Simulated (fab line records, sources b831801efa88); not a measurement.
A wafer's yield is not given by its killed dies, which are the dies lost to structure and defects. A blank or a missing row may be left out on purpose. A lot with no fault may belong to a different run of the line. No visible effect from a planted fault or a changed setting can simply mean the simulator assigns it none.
2 desks, one fault + flow gf180mcu + what lay behind the numbers comes last; until then each desk has only its own

== FOR THE TOOL OWNER'S DESK: rie_metal-03 ==
The tool's own readings at GF_M4_METAL_ETCH_16 (etches the open film in Cl2/BCl3, stops on SiO2, target depth 750.8 nm, time 125.1 s): means of the sampled wafers that have a number, for each lot that ran on this tool. Marked OUT: a lot whose mean sits more than 4 standard deviations from the usual mean, which makes it out of limits; the brackets give that distance.
Columns: A = drypump_motor_current_A at GF_M4_METAL_ETCH_16, usual 5.5 A; B = oes_product_au at GF_M4_METAL_ETCH_16, usual 0.988 a.u.; C = run_length_s at GF_M4_METAL_ETCH_16, usual 153.5 s; D = throttle_valve_pct at GF_M4_METAL_ETCH_16, usual 28.232 %
| lot  | first seen here | A   | B     | C     | D      |
|------|-----------------|-----|-------|-------|--------|
| L362 | day 23 19:22    | 4.9 | 0.985 | 152.8 | 28.240 |
| L367 | day 25 20:11    | 4.9 | 0.982 | 153.5 | 28.246 |
| L368 | day 26 00:35    | 4.9 | 0.984 | 152.9 | 28.244 |
| L375 | day 28 02:47    | 4.9 | 0.978 | 153.6 | 28.244 |
| L379 | day 29 05:35    | 4.9 | 0.979 | 155.5 | 28.238 |
This desk's verdict: no lot among the 5 shows anything out of limits.

== AT THE METROLOGY DESK ==
What the gauges read for every lot (on any tool): the sampled wafers with a number, averaged. Marked OUT: a lot whose mean sits more than 4 standard deviations from the usual mean, which makes it out of limits; the brackets give that distance.
Columns: A = V2_W_THK at GF_V2_THK_MEAS_25, usual 352 nm; B = V3_BOW at GF_V3_BOW_MEAS_05, usual 118 um
| lot  | first seen here | A   | B   |
|------|-----------------|-----|-----|
| L362 | day 20 16:40    | 357 | 126 |
| L363 | day 21 02:44    | 344 | 112 |
| L365 | day 22 08:15    | 349 | 108 |
| L367 | day 22 22:59    | 354 | 113 |
| L368 | day 23 03:19    | 352 | 116 |
| L369 | day 23 19:44    | 344 | 118 |
| L370 | day 24 01:38    | 354 | 113 |
| L372 | day 24 13:25    | 358 | 126 |
| L375 | day 25 10:03    | 354 | 119 |
| L379 | day 26 14:53    | 343 | 120 |
| L383 | day 27 17:44    | 361 | 116 |
| L384 | day 28 10:45    | 345 | 118 |
This desk's verdict: no lot among the 12 shows anything out of limits.

== ALL TOGETHER ==
The desk of the tool owner found nothing out of limits.
The metrology desk saw nothing out of limits.

== WHAT HAD BEEN PUT IN BY THE SIMULATOR ==
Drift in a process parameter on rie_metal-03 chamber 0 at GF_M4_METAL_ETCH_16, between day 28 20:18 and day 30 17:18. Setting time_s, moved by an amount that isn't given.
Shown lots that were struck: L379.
